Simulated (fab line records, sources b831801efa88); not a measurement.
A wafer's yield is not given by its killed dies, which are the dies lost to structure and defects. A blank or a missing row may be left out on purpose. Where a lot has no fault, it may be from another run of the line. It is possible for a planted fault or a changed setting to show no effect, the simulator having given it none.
Chamber matching	flow gf180mcu	pecvd-03 running GF_V4_CVD_02: 3 sister chambers
The step deposits SiO2 from TEOS, target thk 850 nm, time 94.851 s. 6 wafers are shown with their chamber, then 7 later ones without.

== WAFERS WITH THEIR CHAMBER ==
wafer	chamber	heater power w (W)
L924.6	2	475
L927.2	1	812
L927.4	2	457
L927.6	1	824
L928.3	0	648
L928.4	0	718

== WAFERS WITH NO CHAMBER GIVEN ==
wafer	heater power w (W)
L928.5	405
L932.1	714
L932.2	829
L932.6	746
L936.3	765
L936.4	815
L936.5	465

== WHICH CHAMBER EACH WENT THROUGH ==
wafer	from the rows above	in truth
L928.5	2	2
L932.1	0	0
L932.2	1	1
L932.6	can't be placed: 0 or 1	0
L936.3	can't be placed: 1 or 0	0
L936.4	1	1
L936.5	2	2
Correct placement for 5 of the 7. From these rows, 2 cannot be placed; in 2 the true chamber is one of the candidates. Wrongly placed: 0.
How it was worked out, from the rows above alone: a wafer's distance from a chamber is the root of the sum, over the readings, of the square of ((its reading less the chamber's mean) divided by the reading's scatter). If the next closest chamber is less than 2 further off than the closest, the wafer can't be placed; otherwise it belongs to the closest. The mean given for a chamber averages the wafers shown for that chamber. The scatter is the square root of a quotient: the sum, over the shown wafers, of each reading's squared deviation from its chamber's mean, divided by wafers minus chambers.
